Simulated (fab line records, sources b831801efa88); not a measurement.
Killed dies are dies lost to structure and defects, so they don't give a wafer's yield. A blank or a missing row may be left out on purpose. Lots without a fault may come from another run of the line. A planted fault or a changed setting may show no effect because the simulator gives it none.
fab line records | flow sky130
record lots=24 wafers=72 last_day=50
route steps=708 shown PWDE@52 SONOS_TUNNEL@166 SD_N@356 CAPM@537 VIA3@593 CAP2M@617
lots that met no fault: from a run of the same line without faults
start_h: hours from the record's first day to the start of the lot's first wafer shown | wait_h: hours since the lot's step before | " the same as in the row above | L1.1+2: a row that stands for several wafers | - no value, or no start given | * or withheld: withheld | < > ~ a bound
route shown NAME@n: a module of which the file shows steps, and the number in the route of the first | usual: mean/standard deviation of fault-free wafers | same: alike in all rows | chamber/n: place in a boat | sites: the reading at each site | _std_site: their standard deviation | _edge_site: outer sites' mean less inner sites' | radius_mm: how far each site lies from the wafer's centre | mask NAME#n: copy n | behind: the tool/chamber that last shaped the wafer | hold: why the lot was held/for how many hours/how that ended | device: the transistor (n, p or np) that didn't switch | end of line: the same wafers' tests at the end of the route | a step without rows: its recipe alone | killed: dies lost to structure and defects at the first sort, not the wafer's yield | map: a wafer's dies, x killed, . not, _ none there
set.NAME: the setting as run; set.NAME@STEP: as run at that earlier step | model.NAME: the simulator's own value behind a step, which no gauge read
steps of the route over a sample of lots; a table a step, a row a wafer
services: from which hour (start_h, from the record's first day; less than 0 if before it) a tool's chamber was out of use, for how many hours, and why
## steps
# step SKY_PWDE_OVL_MEAS_07
# usual PWDE_OVL=-0.1/1.3
# columns lot.wafer tool chamber start_h wait_h PWDE_OVL[nm]
L074.1 overlay-01 - 68.16 - -0.1
L074.5 " - " " -1.1
L074.6 " - " " -1.1
L075.4 overlay-02 - 76.03 - -1.1
L075.5 " - " " 1.2
L075.6 " - " " -0.1
L076.2 overlay-01 - 78.90 - -2.4
L076.3 " - " " -0.9
L076.4 " - " " -1.1
L077.3 overlay-01 - 84.12 - -2.6
L077.5 " - " " -1.4
L077.6 " - " " -0.4
L078.3 overlay-02 - 91.90 - 0.2
L078.4 " - " " -0.9
L078.5 " - " " -2.2
L079.3 overlay-02 - 98.30 - 1.4
L079.4 " - " " 0.8
L079.5 " - " " 2.5
L080.1 overlay-01 - 100.06 - -0.4
L080.3 " - " " -0.6
L080.5 " - " " 0.0
L081.4 overlay-02 - 107.56 - -1.7
L081.5 " - " " 0.2
L081.6 " - " " 0.2
L082.3 overlay-01 - 111.20 - -0.2
L082.4 " - " " 0.7
L082.6 " - " " 2.2
L083.1 overlay-02 - 117.14 - 0.6
L083.2 " - " " -0.8
L083.6 " - " " 1.6
L084.1 overlay-01 - 123.61 - -1.4
L084.3 " - " " -0.8
L084.6 " - " " -0.8
L085.1 overlay-01 - 128.89 - -0.3
L085.5 " - " " -1.7
L085.6 " - " " -1.1
L086.1 overlay-02 - 138.86 - -0.9
L086.3 " - " " -1.0
L086.4 " - " " -0.3
L087.1 overlay-02 - 139.24 - -1.1
L087.3 " - " " 0.9
L087.6 " - " " 0.6
L088.1 overlay-01 - 147.16 - -1.7
L088.3 " - " " -1.2
L088.4 " - " " -0.7
L089.1 overlay-01 - 165.99 - 1.5
L089.4 " - " " 2.2
L089.5 " - " " 1.7
L090.2 overlay-02 - 171.59 - -2.9
L090.3 " - " " -2.2
L090.5 " - " " -4.1
L092.1 overlay-01 - 175.41 - 2.3
L092.3 " - " " 1.4
L092.5 " - " " 1.3
L091.1 overlay-02 - 176.64 - 0.1
L091.3 " - " " -0.7
L091.5 " - " " 1.1
L093.1 overlay-01 - 179.04 - -0.9
L093.3 " - " " -0.1
L093.5 " - " " 1.3
L094.3 overlay-01 - 186.60 - 0.7
L094.5 " - " " 0.6
L094.6 " - " " 0.0
L096.3 overlay-02 - 193.52 - -0.8
L096.4 " - " " -2.8
L096.5 " - " " 0.1
L095.2 overlay-01 - 194.67 - -0.2
L095.4 " - " " -0.7
L095.6 " - " " -1.8
L097.1 overlay-01 - 198.36 - 1.1
L097.4 " - " " -0.1
L097.5 " - " " 1.0
# step SKY_SONOS_TUNNEL_TW_MEAS_12
# usual SONOS_TUNNEL_TW=196.8/1.6
# columns lot.wafer tool chamber start_h wait_h SONOS_TUNNEL_TW
L074.1 film_metro-03 - 247.77 0.0 195.6
L074.5 " - " " 195.3
L074.6 " - " " 196.0
L075.4 film_metro-04 - 258.98 0.0 198.0
L075.5 " - " " 197.8
L075.6 " - " " 197.5
L076.2 film_metro-04 - 259.91 0.0 198.0
L076.3 " - " " 198.1
L076.4 " - " " 197.4
L077.3 film_metro-03 - 270.56 0.0 193.8
L077.5 " - " " 194.3
L077.6 " - " " 193.6
L078.3 film_metro-04 - 280.66 0.0 198.9
L078.4 " - " " 198.8
L078.5 " - " " 199.8
L079.3 film_metro-02 - 287.96 0.0 197.2
L079.4 " - " " 195.0
L079.5 " - " " 197.1
L080.1 film_metro-03 - 292.11 0.0 194.2
L080.3 " - " " 194.1
L080.5 " - " " 194.8
L081.4 film_metro-02 - 300.48 0.0 196.4
L081.5 " - " " 197.3
L081.6 " - " " 196.7
L082.3 film_metro-02 - 308.77 0.0 195.7
L082.4 " - " " 196.0
L082.6 " - " " 196.5
L083.1 film_metro-03 - 316.05 0.0 194.8
L083.2 " - " " 195.6
L083.6 " - " " 195.4
L084.1 film_metro-04 - 323.21 0.0 199.1
L084.3 " - " " 199.5
L084.6 " - " " 200.0
L085.1 film_metro-02 - 334.75 0.0 196.3
L085.5 " - " " 197.4
L085.6 " - " " 196.2
L086.1 film_metro-03 - 349.28 0.0 196.5
L086.3 " - " " 194.7
L086.4 " - " " 195.3
L087.1 film_metro-02 - 349.60 0.0 195.2
L087.3 " - " " 196.3
L087.6 " - " " 195.3
L088.1 film_metro-04 - 362.16 0.0 198.9
L088.3 " - " " 198.2
L088.4 " - " " 197.0
L089.1 film_metro-04 - 387.06 0.0 198.1
L089.4 " - " " 199.2
L089.5 " - " " 198.9
L090.2 film_metro-02 - 391.81 0.0 196.9
L090.3 " - " " 196.7
L090.5 " - " " 197.3
L092.1 film_metro-04 - 400.14 0.0 199.3
L092.3 " - " " 198.1
L092.5 " - " " 200.1
L091.1 film_metro-04 - 402.65 0.0 198.8
L091.3 " - " " 197.3
L091.5 " - " " 198.0
L093.1 film_metro-03 - 406.89 0.0 194.8
L093.3 " - " " 194.3
L093.5 " - " " 195.8
L094.3 film_metro-03 - 417.92 0.0 196.0
L094.5 " - " " 194.7
L094.6 " - " " 196.3
L096.3 film_metro-02 - 426.31 0.0 196.6
L096.4 " - " " 196.1
L096.5 " - " " 197.0
L095.2 film_metro-03 - 427.50 0.0 195.4
L095.4 " - " " 196.4
L095.6 " - " " 196.0
L097.1 film_metro-02 - 435.51 0.0 194.6
L097.4 " - " " 197.2
L097.5 " - " " 195.3
# step SKY_SD_N_RTA_14
# recipe temp_c=1075 time_s=2 idle_temp_c=650 ramp_up_c_per_s=150 ramp_down_c_per_s=90 ambient=N2
# usual lamp_power_pct=15.73/0.05 wafer_temp_C_max=1078.1/1.3
# columns lot.wafer tool chamber start_h wait_h lamp_power_pct wafer_temp_C_max
L074.1 rtp_anneal-02 0 646.59 0.0 15.80 1077.3
L074.5 " 0 " " 15.78 1078.7
L074.6 " 0 " " 15.75 1078.3
L076.2 rtp_anneal-01 0 659.01 0.0 15.69 1080.6
L076.3 " 0 " " 15.80 1076.8
L076.4 " 0 " " 15.78 1078.2
L075.4 rtp_anneal-02 0 659.18 0.0 15.72 1077.4
L075.5 " 0 " " 15.80 1077.8
L075.6 " 0 " " 15.64 1078.0
L077.3 rtp_anneal-01 0 670.94 0.0 15.73 1078.3
L077.5 " 0 " " 15.70 1079.2
L077.6 " 0 " " 15.67 1078.1
L078.3 rtp_anneal-02 0 684.15 0.0 15.70 1077.8
L078.4 " 0 " " 15.79 1078.2
L078.5 " 0 " " 15.68 1075.4
L079.3 rtp_anneal-01 0 687.69 0.0 15.74 1078.3
L079.4 " 0 " " 15.75 1076.9
L079.5 " 0 " " 15.69 1077.9
L080.1 rtp_anneal-01 0 690.60 0.0 15.67 1074.8
L080.3 " 0 " " 15.76 1077.7
L080.5 " 0 " " 15.75 1078.8
L081.4 rtp_anneal-02 0 699.03 0.0 15.77 1076.6
L081.5 " 0 " " 15.71 1077.0
L081.6 " 0 " " 15.73 1079.2
L082.3 rtp_anneal-01 0 711.07 0.0 15.74 1080.3
L082.4 " 0 " " 15.79 1078.9
L082.6 " 0 " " 15.71 1079.8
L083.1 rtp_anneal-02 0 720.22 0.0 15.79 1077.3
L083.2 " 0 " " 15.80 1076.3
L083.6 " 0 " " 15.76 1079.0
L084.1 rtp_anneal-01 0 727.16 0.0 15.76 1078.0
L084.3 " 0 " " 15.71 1078.7
L084.6 " 0 " " 15.67 1078.4
L085.1 rtp_anneal-02 0 734.77 0.0 15.81 1077.3
L085.5 " 0 " " 15.76 1078.3
L085.6 " 0 " " 15.81 1077.3
L086.1 rtp_anneal-01 0 745.90 0.0 15.73 1078.2
L086.3 " 0 " " 15.82 1079.4
L086.4 " 0 " " 15.85 1079.1
L087.1 rtp_anneal-02 0 751.01 0.0 15.73 1076.4
L087.3 " 0 " " 15.68 1078.4
L087.6 " 0 " " 15.62 1077.3
L088.1 rtp_anneal-01 0 762.41 0.0 15.72 1077.7
L088.3 " 0 " " 15.68 1077.2
L088.4 " 0 " " 15.77 1076.4
L089.1 rtp_anneal-02 0 784.16 0.0 15.72 1078.3
L089.4 " 0 " " 15.74 1077.3
L089.5 " 0 " " 15.74 1078.4
L090.2 rtp_anneal-01 0 788.18 0.0 15.63 1077.5
L090.3 " 0 " " 15.76 1079.2
L090.5 " 0 " " 15.78 1077.6
L092.1 rtp_anneal-02 0 793.67 0.0 15.76 1077.2
L092.3 " 0 " " 15.74 1077.9
L092.5 " 0 " " 15.67 1078.0
L091.1 rtp_anneal-01 0 811.21 0.0 15.66 1078.2
L091.3 " 0 " " 15.73 1077.7
L091.5 " 0 " " 15.69 1077.8
L094.3 rtp_anneal-02 0 811.58 0.0 15.79 1080.2
L094.5 " 0 " " 15.73 1078.8
L094.6 " 0 " " 15.71 1077.5
L093.1 rtp_anneal-01 0 811.93 0.0 15.75 1076.5
L093.3 " 0 " " 15.69 1075.6
L093.5 " 0 " " 15.71 1076.4
L096.3 rtp_anneal-02 0 817.93 0.0 15.64 1080.4
L096.4 " 0 " " 15.73 1080.7
L096.5 " 0 " " 15.80 1080.4
L095.2 rtp_anneal-01 0 818.23 0.0 15.72 1079.5
L095.4 " 0 " " 15.74 1079.3
L095.6 " 0 " " 15.75 1078.3
L097.1 rtp_anneal-02 0 825.58 0.0 15.62 1077.0
L097.4 " 0 " " 15.76 1079.7
L097.5 " 0 " " 15.71 1078.7
# step SKY_CAPM_CVD_00
# recipe material=SiO2 target_thk_nm=15.5 temp_c=400 time_s=withheld rf_w=450
# usual heater_power_w=670/85
# columns lot.wafer tool chamber start_h wait_h heater_power_w
L074.1 pecvd-04 1 852.55 0.0 560
L074.5 " 1 " " 576
L074.6 " 2 " " 670
L076.2 pecvd-04 2 861.08 0.0 641
L076.3 " 0 " " 527
L076.4 " 1 " " 663
L075.4 pecvd-02 0 861.88 0.0 694
L075.5 " 1 " " 687
L075.6 " 2 " " 628
L077.3 pecvd-04 0 866.44 0.0 589
L077.5 " 2 " " 606
L077.6 " 1 " " 545
L078.3 pecvd-04 0 885.37 0.0 571
L078.4 " 1 " " 657
L078.5 " 2 " " 723
L079.3 pecvd-02 0 886.55 0.0 688
L079.4 " 0 " " 669
L079.5 " 1 " " 700
L080.1 pecvd-01 2 891.37 0.0 614
L080.3 " 0 " " 682
L080.5 " 1 " " 738
L081.4 pecvd-02 2 893.21 0.0 758
L081.5 " 1 " " 752
L081.6 " 0 " " 718
L082.3 pecvd-04 2 912.05 0.0 669
L082.4 " 0 " " 612
L082.6 " 1 " " 625
L083.1 pecvd-04 1 917.37 0.0 613
L083.2 " 0 " " 528
L083.6 " 1 " " 588
L084.1 pecvd-01 2 921.17 0.0 636
L084.3 " 1 " " 705
L084.6 " 1 " " 711
L085.1 pecvd-02 2 930.56 0.0 787
L085.5 " 1 " " 702
L085.6 " 2 " " 748
L086.1 pecvd-02 2 941.45 0.0 768
L086.3 " 1 " " 815
L086.4 " 0 " " 622
L087.1 pecvd-02 1 944.83 0.0 847
L087.3 " 2 " " 721
L087.6 " 2 " " 740
L088.1 pecvd-04 2 954.03 0.0 591
L088.3 " 1 " " 577
L088.4 " 0 " " 548
L089.1 pecvd-04 1 975.08 0.0 664
L089.4 " 1 " " 653
L089.5 " 2 " " 679
L090.2 pecvd-02 2 978.08 0.0 672
L090.3 " 0 " " 725
L090.5 " 2 " " 667
L092.1 pecvd-01 1 984.06 0.0 687
L092.3 " 0 " " 783
L092.5 " 1 " " 686
L091.1 pecvd-02 2 999.55 0.0 741
L091.3 " 1 " " 853
L091.5 " 1 " " 841
L094.3 pecvd-04 1 999.82 0.0 573
L094.5 " 0 " " 513
L094.6 " 2 " " 635
L093.1 pecvd-02 1 1002.18 0.0 852
L093.3 " 2 " " 722
L093.5 " 1 " " 842
L096.3 pecvd-04 0 1006.04 0.0 500
L096.4 " 2 " " 661
L096.5 " 1 " " 527
L095.2 pecvd-01 1 1006.34 0.0 756
L095.4 " 0 " " 813
L095.6 " 2 " " 631
L097.1 pecvd-01 2 1010.49 0.0 524
L097.4 " 0 " " 747
L097.5 " 2 " " 551
# step SKY_VIA3_SPUTTER_20
# recipe material=TiN target_thk_nm=20 chamber_pressure_pa=5 power_w=4000 time_s=80
# usual throttle_valve_pct=30.0/1.6
# columns lot.wafer tool chamber start_h wait_h throttle_valve_pct
L074.1 pvd_sputter-01 - 931.16 0.0 31.0
L074.5 " - " " 28.5
L074.6 " - " " 31.2
L076.2 pvd_sputter-03 - 941.24 0.0 29.9
L076.3 " - " " 28.3
L076.4 " - " " 30.8
L075.4 pvd_sputter-01 - 942.01 0.0 28.0
L075.5 " - " " 29.2
L075.6 " - " " 31.4
L077.3 pvd_sputter-01 - 947.01 0.0 28.5
L077.5 " - " " 31.1
L077.6 " - " " 29.2
L078.3 pvd_sputter-01 - 962.55 0.0 28.2
L078.4 " - " " 28.3
L078.5 " - " " 28.3
L079.3 pvd_sputter-03 - 964.96 0.0 32.8
L079.4 " - " " 31.2
L079.5 " - " " 28.2
L080.1 pvd_sputter-03 - 969.23 0.0 30.8
L080.3 " - " " 32.4
L080.5 " - " " 32.6
L081.4 pvd_sputter-03 - 970.88 0.0 28.3
L081.5 " - " " 31.1
L081.6 " - " " 32.3
L082.3 pvd_sputter-01 - 988.88 0.0 31.2
L082.4 " - " " 28.7
L082.6 " - " " 28.8
L083.1 pvd_sputter-04 - 992.83 0.0 28.5
L083.2 " - " " 32.6
L083.6 " - " " 28.5
L084.1 pvd_sputter-03 - 997.42 0.0 30.9
L084.3 " - " " 28.5
L084.6 " - " " 28.3
L085.1 pvd_sputter-04 - 1006.04 0.0 28.3
L085.5 " - " " 32.4
L085.6 " - " " 28.4
L086.1 pvd_sputter-03 - 1016.16 0.0 30.9
L086.3 " - " " 28.2
L086.4 " - " " 32.5
L087.1 pvd_sputter-01 - 1018.31 0.0 28.5
L087.3 " - " " 31.0
L087.6 " - " " 29.0
L088.1 pvd_sputter-01 - 1028.08 0.0 28.2
L088.3 " - " " 28.3
L088.4 " - " " 28.8
L089.1 pvd_sputter-03 - 1047.71 0.0 32.5
L089.4 " - " " 28.5
L089.5 " - " " 28.5
L090.2 pvd_sputter-03 - 1049.19 0.0 28.5
L090.3 " - " " 32.4
L090.5 " - " " 30.9
L092.1 pvd_sputter-03 - 1055.92 0.0 29.6
L092.3 " - " " 30.9
L092.5 " - " " 28.6
L091.1 pvd_sputter-03 - 1070.50 0.0 28.5
L091.3 " - " " 29.6
L091.5 " - " " 28.1
L094.3 pvd_sputter-04 - 1070.60 0.0 32.4
L094.5 " - " " 30.2
L094.6 " - " " 28.7
L093.1 pvd_sputter-04 - 1072.06 0.0 30.5
L093.3 " - " " 32.5
L093.5 " - " " 32.3
L096.3 pvd_sputter-01 - 1075.92 0.0 29.1
L096.4 " - " " 28.5
L096.5 " - " " 30.9
L095.2 pvd_sputter-04 - 1076.12 0.0 30.5
L095.4 " - " " 28.4
L095.6 " - " " 32.3
L097.1 pvd_sputter-04 - 1079.83 0.0 32.5
L097.4 " - " " 32.6
L097.5 " - " " 28.6
# step SKY_CAP2M_STRIP_14
# recipe chemistry=O2/N2 power_w=1400 pressure_mtorr=1500 platen_temp_c=withheld o2_flow_sccm=3000 n2_flow_sccm=300 overash_fraction=0.5
# usual drypump_motor_current_A=5.7/0.5 oes_product_au=0.710/0.0048 strip_time_to_endpoint_s=12.65/0.042
# columns lot.wafer tool chamber start_h wait_h drypump_motor_current_A oes_product_au rf_hours_counter_h strip_time_to_endpoint_s
L074.1 plasma_asher-01 1 956.41 0.1 4.8 0.708 20 12.61
L074.5 " 1 " " 4.8 0.719 - 12.68
L074.6 " 0 " " 6.3 0.713 - 12.59
L076.2 plasma_asher-01 1 966.55 0.1 4.8 0.708 21 12.62
L076.3 " 1 " " 4.8 0.716 - 12.64
L076.4 " 0 " " 6.3 0.712 - 12.61
L075.4 plasma_asher-02 0 967.18 0.1 6.2 0.710 - 12.70
L075.5 " 1 " " 5.6 0.725 - 12.69
L075.6 " 0 " " 6.2 0.708 - 12.67
L077.3 plasma_asher-04 0 972.23 0.1 6.0 0.708 - 12.67
L077.5 " 0 " " 6.0 0.706 - 12.68
L077.6 " 1 " " 5.4 0.716 - 12.65
L078.3 plasma_asher-01 0 987.48 0.1 6.3 0.709 - 12.64
L078.4 " 1 " " 4.8 0.702 - 12.74
L078.5 " 0 " " 6.3 0.717 - 12.68
L079.3 plasma_asher-01 0 989.53 0.1 6.3 0.709 - 12.59
L079.4 " 1 " " 4.8 0.711 - 12.65
L079.5 " 1 " " 4.8 0.710 - 12.64
L080.1 plasma_asher-02 1 994.48 0.1 5.6 0.709 120 12.58
L080.3 " 1 " " 5.6 0.704 - 12.64
L080.5 " 1 " " 5.6 0.711 - 12.53
L081.4 plasma_asher-04 1 996.02 0.1 5.4 0.707 - 12.68
L081.5 " 0 " " 6.0 0.710 - 12.66
L081.6 " 1 " " 5.4 0.707 - 12.69
L082.3 plasma_asher-04 1 1012.88 0.1 5.4 0.709 - 12.70
L082.4 " 0 " " 6.0 0.710 - 12.66
L082.6 " 0 " " 6.0 0.713 - 12.69
L083.1 plasma_asher-01 1 1017.00 0.1 4.8 0.712 26 12.67
L083.2 " 0 " " 6.3 0.707 26 12.70
L083.6 " 1 " " 4.8 0.717 - 12.66
L084.1 plasma_asher-01 1 1021.70 0.1 4.8 0.703 26 12.62
L084.3 " 0 " " 6.3 0.701 - 12.60
L084.6 " 1 " " 4.8 0.709 - 12.54
L085.1 plasma_asher-04 1 1029.90 0.1 5.4 0.707 61 12.63
L085.5 " 0 " " 6.0 0.712 - 12.73
L085.6 " 1 " " 5.4 0.711 - 12.64
L086.1 plasma_asher-04 0 1039.31 0.1 6.0 0.708 61 12.65
L086.3 " 1 " " 5.4 0.715 - 12.65
L086.4 " 0 " " 6.0 0.711 - 12.66
L087.1 plasma_asher-02 1 1041.71 0.1 5.6 0.705 124 12.65
L087.3 " 1 " " 5.6 0.711 - 12.64
L087.6 " 1 " " 5.6 0.712 - 12.68
L088.1 plasma_asher-04 1 1051.49 0.1 5.3 0.718 63 12.62
L088.3 " 0 " " 6.0 0.711 - 12.68
L088.4 " 1 " " 5.3 0.697 - 12.66
L089.1 plasma_asher-02 1 1070.16 0.1 5.6 0.717 1 12.62
L089.4 " 0 " " 6.2 0.716 - 12.65
L089.5 " 0 " " 6.2 0.710 - 12.63
L090.2 plasma_asher-04 1 1071.64 0.1 5.4 0.706 65 12.62
L090.3 " 1 " " 5.4 0.709 - 12.61
L090.5 " 1 " " 5.4 0.707 - 12.63
L092.1 plasma_asher-04 1 1077.75 0.1 5.4 0.714 66 12.67
L092.3 " 0 " " 6.0 0.712 - 12.63
L092.5 " 1 " " 5.3 0.707 - 12.67
L091.1 plasma_asher-02 1 1092.06 0.1 5.6 0.709 3 12.67
L091.3 " 0 " " 6.2 0.714 - 12.68
L091.5 " 1 " " 5.6 0.702 - 12.66
L094.3 plasma_asher-04 0 1092.58 0.1 6.1 0.712 - 12.60
L094.5 " 1 " " 5.3 0.716 - 12.57
L094.6 " 0 " " 6.0 0.708 - 12.58
L093.1 plasma_asher-02 0 1094.50 0.1 6.2 0.716 3 12.65
L093.3 " 0 " " 6.2 0.709 - 12.59
L093.5 " 1 " " 5.6 0.712 - 12.62
L096.3 plasma_asher-02 1 1097.27 0.1 5.6 0.707 - 12.72
L096.4 " 0 " " 6.2 0.716 - 12.68
L096.5 " 0 " " 6.3 0.711 - 12.77
L095.2 plasma_asher-02 1 1098.34 0.1 5.6 0.715 4 12.69
L095.4 " 1 " " 5.6 0.706 - 12.67
L095.6 " 0 " " 6.2 0.712 - 12.62
L097.1 plasma_asher-01 0 1100.31 0.1 6.3 0.708 33 12.63
L097.4 " 1 " " 4.8 0.702 - 12.59
L097.5 " 0 " " 6.3 0.701 - 12.65
## services
# columns tool chamber start_h hours kind
plasma_asher-04 - 674.46 8.6 repair
pecvd-02 0 675.75 3.6 repair
rtp_anneal-02 - 687.66 4.7 pm
rtp_anneal-01 - 692.35 2.0 pm
pecvd-04 - 720.28 5.5 pm
pvd_sputter-03 - 755.24 2.9 repair
pecvd-02 - 758.57 1.7 repair
pvd_sputter-03 - 771.38 5.6 repair
plasma_asher-02 - 781.52 1.0 repair
pvd_sputter-01 - 805.42 8.1 repair
pvd_sputter-01 - 806.62 2.3 repair
pecvd-02 - 823.96 6.0 pm
plasma_asher-02 - 837.83 1.2 repair
plasma_asher-04 - 837.98 1.5 repair
pvd_sputter-03 - 854.45 6.5 repair
plasma_asher-02 - 859.40 1.2 repair
pecvd-04 - 879.94 0.3 repair
pecvd-02 0 897.23 4.2 repair
pecvd-02 - 911.97 14.6 pm
pvd_sputter-01 - 950.32 3.3 repair
pecvd-02 - 972.92 1.2 repair
pecvd-04 - 1022.95 1.9 repair
pecvd-04 - 1027.12 1.0 repair
pecvd-04 - 1083.19 2.8 pm
## key
fault none
